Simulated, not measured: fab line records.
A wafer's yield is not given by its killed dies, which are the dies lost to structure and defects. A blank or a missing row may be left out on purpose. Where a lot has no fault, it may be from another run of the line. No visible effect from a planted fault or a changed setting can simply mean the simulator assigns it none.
Split-lot study    flow gf180mcu    23 wafers read from 5 lots, route of 602 steps

ABOUT THE SPLIT
At GF_NWELL_COAT_02 (resist thk 3000 nm), the setting resist thk nm was moved away from the recipe's 3000 nm on 10 of the 23 wafers read, by -4.0% to +5.9%. For the rest of the wafers, this setting stayed at what the recipe calls for.

FROM THE SPLIT TO THE READING: what the file shows between them, 3 steps
- GF_NWELL_SOFTBAKE_03
- GF_NWELL_EXPOSE_04: exposes mask Nwell, target cd 860 nm
- GF_NWELL_PEB_05

THE READING
NWELL.cd nm (the simulator's own value, which no gauge read), in nm, at GF_NWELL_DEVELOP_06 (develop time 57.96 s). The file gives no usual value for it. The 13 wafers here that ran the recipe average 845.4 nm, standard deviation 6 nm.

wafer   tool, chamber at the split  resist thk nm as run, nm  against the recipe  NWELL.cd nm, nm  against lot-mates on the recipe
L074.1  litho track-01, 0           3000                      recipe              841.4            -
L074.2  litho track-01, 0           3000                      recipe              839              -
L074.3  litho track-01, 0           3000                      recipe              839.4            -
L074.4  litho track-01, 0           3178                      +5.9%               830              -9.9
L074.5  litho track-01, 0           3178                      +5.9%               830.7            -9.2
L075.2  litho track-01, 0           3000                      recipe              850              -
L075.3  litho track-01, 0           2879                      -4.0%               859.8            +9.2
L075.4  litho track-01, 0           2879                      -4.0%               856.5            +6.0
L075.5  litho track-01, 0           2879                      -4.0%               860              +9.5
L075.6  litho track-01, 0           3000                      recipe              851.1            -
L082.1  litho track-03, 0           3000                      recipe              842.7            -
L082.2  litho track-03, 0           3000                      recipe              843.6            -
L082.3  litho track-03, 0           3086                      +2.9%               838.5            -4.7
L082.4  litho track-03, 0           3000                      recipe              843.3            -
L082.5  litho track-03, 0           3086                      +2.9%               838.7            -4.5
L084.1  litho track-01, 0           3053                      +1.8%               834.5            -4.5
L084.2  litho track-01, 0           3053                      +1.8%               836.2            -2.8
L084.4  litho track-01, 0           3000                      recipe              838.6            -
L084.5  litho track-01, 0           3053                      +1.8%               836.9            -2.1
L084.6  litho track-01, 0           3000                      recipe              839.5            -
L085.1  litho track-03, 0           3000                      recipe              854              -
L085.3  litho track-03, 0           3000                      recipe              855.7            -
L085.5  litho track-03, 0           3000                      recipe              852.4            -

FIT RESULTS
A straight line over all 23 wafers: NWELL.cd nm changes by -2.97 nm for each +1% of resist thk nm; r = -0.83; the points scatter about the line by 5.2 nm.
The same after taking each lot's own level away (the mean of its wafers on the recipe; 23 wafers): -1.79 nm for each +1%; r = -0.97; scatter 1.1 nm.
According to that fit, moving resist thk nm by its largest amount changes the reading by 11 nm.
Across the lots, their own levels run from 839.05 to 854.03 nm, a range of 2.5 times the standard deviation given above.
So the slope is not independent of the lot-to-lot level: the two fits are not the same.
Check: -10.5 nm against its lot-mates is what the line predicts for one of the wafers moved furthest among these (+5.9%) when that wafer is left out of the fit. It came out at -9.93 nm against them.

ADDITIONAL SPLITS CARRIED BY THESE WAFERS
Before the reading, these wafers also passed through other splits. Each is held against what the fit with the lots' levels taken away leaves over:
other split on the same wafers  wafers away from the commonest value  r with NWELL.cd nm (lot level and that fit taken away)
GF_STI_OXIDATION_01 temp c      10                                    +0.05

THE WHOLE CHAIN: every reading that the file lists as answering this split, in the file's order
step                 what it does          reading                                                                        change (the file's fit)               r (the file's)
GF_NWELL_COAT_02     resist thk 3000 nm    coat_of_NWELL_COAT_02.thk nm (the simulator's own value, which no gauge read)  +29.8 nm for each +1% of the setting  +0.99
GF_NWELL_DEVELOP_06  develop time 57.96 s  NWELL.cd nm (the simulator's own value, which no gauge read)                   -1.73 nm for each +1% of the setting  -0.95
GF_NWELL_STRIP_10    strips in O2/N2       strip time to endpoint s                                                       withheld for each +1% of the setting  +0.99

FILE'S OWN FIT
NWELL.cd nm changes by -1.73 nm for each +1% of resist thk nm, r = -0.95.
